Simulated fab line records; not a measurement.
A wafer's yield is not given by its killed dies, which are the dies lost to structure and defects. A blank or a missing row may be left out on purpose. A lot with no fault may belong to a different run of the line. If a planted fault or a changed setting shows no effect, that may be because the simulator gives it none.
One fault through the eyes of 2 desks | flow sky130 | every desk sees just its own numbers, and what lay behind them comes last

DESK OF THE TOOL OWNER: iline-stepper-01
The tool's own readings at SKY_VT_ADJUST_NCORE_EXPOSE_04 (exposes mask LVTN COMPLEMENT THIN, target cd 380 nm): means of the sampled wafers that have a number, for each lot that ran on this tool. Marked OUT: a lot whose mean sits more than 4 standard deviations from the usual mean, which makes it out of limits; the brackets give that distance.
Columns: A = exposure-dose-mJ-cm2 at SKY_VT_ADJUST_NCORE_EXPOSE_04, usual 139.01; B = focus-offset-nm at SKY_VT_ADJUST_NCORE_EXPOSE_04, usual 0.0 nm
lot  | first seen here | A      | B
L826 | day 9 00:21     | 138.93 | -0.2
L828 | day 9 06:45     | 139.13 | 0.2
L830 | day 9 20:46     | 138.98 | -0.2
L831 | day 10 07:00    | 139.04 | 0.5
L833 | day 10 08:28    | 139.01 | -0.1
L834 | day 10 15:57    | 139.14 | 0.5
L838 | day 11 17:31    | 139.02 | 0.1
L839 | day 12 00:23    | 138.97 | -0.3
L847 | day 14 10:56    | 139.09 | 0.0
L848 | day 14 18:41    | 139.02 | 0.0
Result from this desk: across the 10 lots, nothing is out of limits.

AT THE METROLOGY DESK
What the gauges read for every lot (on any tool): the sampled wafers with a number, averaged. Marked OUT: a lot whose mean sits more than 4 standard deviations from the usual mean, which makes it out of limits; the brackets give that distance.
Columns: A = NWELL_RS at SKY_NWELL_RS_MEAS_29, usual 624.7 ohm/sq; B = cd-nm at SKY_VT_ADJUST_HVTP_CD_MEAS_07, usual 379.2 nm; C = VT_ADJUST_LVTN_2_TW at SKY_VT_ADJUST_LVTN_TW_MEAS_21, usual 187.3
lot  | first seen here | A     | B     | C
L826 | day 6 01:54     | 623.4 | 376.9 | 188.1
L828 | day 6 07:15     | 624.7 | 378.6 | 187.6
L830 | day 6 21:10     | 623.8 | 375.4 | 187.2
L832 | day 7 05:24     | 624.8 | 381.8 | 187.0
L831 | day 7 06:11     | 623.8 | 378.7 | 186.9
L833 | day 7 08:19     | 624.9 | 380.0 | 187.4
L834 | day 7 14:47     | 625.4 | 372.5 | 187.5
L837 | day 8 09:17     | 625.2 | 377.5 | 187.9
L838 | day 8 12:28     | 623.3 | 381.1 | 187.3
L839 | day 8 19:25     | 624.7 | 382.2 | 187.5
L841 | day 9 07:54     | 623.7 | 381.1 | 186.0
L842 | day 9 13:17     | 626.3 | 381.7 | 186.8
L847 | day 10 21:57    | 625.6 | 376.8 | 186.6
L848 | day 11 04:08    | 623.2 | 377.6 | 186.5
Result from this desk: across the 14 lots, nothing is out of limits.

BROUGHT TOGETHER
The tool owner's desk saw nothing out of limits.
From the metrology desk's view, nothing was out of limits.

WHAT THE SIMULATOR HAD INSERTED
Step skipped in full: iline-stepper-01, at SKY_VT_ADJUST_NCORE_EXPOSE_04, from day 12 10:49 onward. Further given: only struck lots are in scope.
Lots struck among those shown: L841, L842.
